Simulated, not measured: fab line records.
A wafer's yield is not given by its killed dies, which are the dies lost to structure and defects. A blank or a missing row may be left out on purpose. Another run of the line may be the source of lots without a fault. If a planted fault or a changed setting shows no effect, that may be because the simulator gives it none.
A struck lot beside a sound one    flow sky130    20 steps out of a route of 708
Sound: wafers L625.1, L625.4, L625.5. The struck wafers were L633.3, L633.4, L633.6. The cause is given at the end.
Per side, at each step with rows, come the tool, then ch with its chambers, and then its first start. Under that, the readings that differ: sound wafers    struck wafers    difference of the means    sigmas: that difference in standard deviations of wafers without a fault.
alike: same words and numbers on both sides, and readings whose means sit less than 2 such deviations apart. not compared: any withheld reading, any reading some wafer has no value for, any bound like >300 that may hide the same value, and any number with overlapping values for which the record gives no deviation.
Wherever a step has rows on one side only, a row that says differs or no value, or a row with sigmas, the two part there. Numbers that have no deviation but don't overlap get no sigmas and don't part them. A reading that every wafer of one side lacks parts them only if that side has two wafers or more.

first, 2 steps without rows for these wafers: SKY_PWDE_PEB_05; SKY_PWDE_DEVELOP_06 (develop time 60 s).
SKY_PWDE_OVL_MEAS_07:
  sound on overlay-02, day 4 17:40; struck on overlay-01, day 5 23:19
  alike: PWDE_OVL
then, 1 step without rows for these wafers: SKY_PWDE_IMPLANT_08.
SKY_PWDE_STRIP_09: strips in O2/N2.
  sound on plasma asher-04 ch 0,1, day 4 17:52; struck on plasma asher-04 ch 0,1, day 5 23:32
  alike: drypump motor current A, oes product au, strip time to endpoint s
  not compared: rf hours counter h
SKY_PWDE_TW_MEAS_10:
  sound on film metro-01, day 4 17:58; struck on film metro-03, day 5 23:37
  alike: PWDE_TW
then, 6 steps without rows for these wafers: SKY_NWELL_DEHYDRATE_03 (time 60 s); SKY_NWELL_HMDS_04 (prime time 60 s); SKY_NWELL_COAT_05 (resist thk 3000 nm); SKY_NWELL_SOFTBAKE_06; SKY_NWELL_EXPOSE_07 (exposes mask NWM, target cd 840 nm); SKY_NWELL_PEB_08.
SKY_NWELL_DEVELOP_09: develop time 60 s.
  sound on litho track-03 ch 0, day 5 11:00; struck on litho track-03 ch 0, day 6 18:00
  alike: developer temp C
SKY_NWELL_OVL_MEAS_10:
  sound on overlay-01, day 5 11:13; struck on overlay-01, day 6 18:17
reading            sound        struck  difference                     sigmas
NWELL_00_OVL (nm)  0.2 0.8 2.3  - - -   no value on the struck wafers  
then, 3 steps without rows for these wafers: SKY_NWELL_IMPLANT_11; SKY_NWELL_IMPLANT_12; SKY_NWELL_IMPLANT_13.
SKY_NWELL_STRIP_14: strips in O2/N2.
  sound on plasma asher-01 ch 0,1, day 5 11:42; struck on plasma asher-01 ch 0,1, day 6 18:47
  alike: drypump motor current A, oes product au, strip time to endpoint s
  not compared: rf hours counter h
SKY_NWELL_TW_MEAS_15:
  sound on film metro-03, day 5 11:48; struck on film metro-03, day 6 18:52
reading   sound           struck          difference  sigmas
NWELL_TW  1815 1815 1818  1783 1784 1784  -32         -3
then, 1 step without rows for these wafers: SKY_NWELL_DEHYDRATE_16 (time 60 s).

WHERE THEY PART
Last at SKY_NWELL_TW_MEAS_15 as far as this record goes, first at SKY_NWELL_OVL_MEAS_10.

WHY: the cause the simulator had injected
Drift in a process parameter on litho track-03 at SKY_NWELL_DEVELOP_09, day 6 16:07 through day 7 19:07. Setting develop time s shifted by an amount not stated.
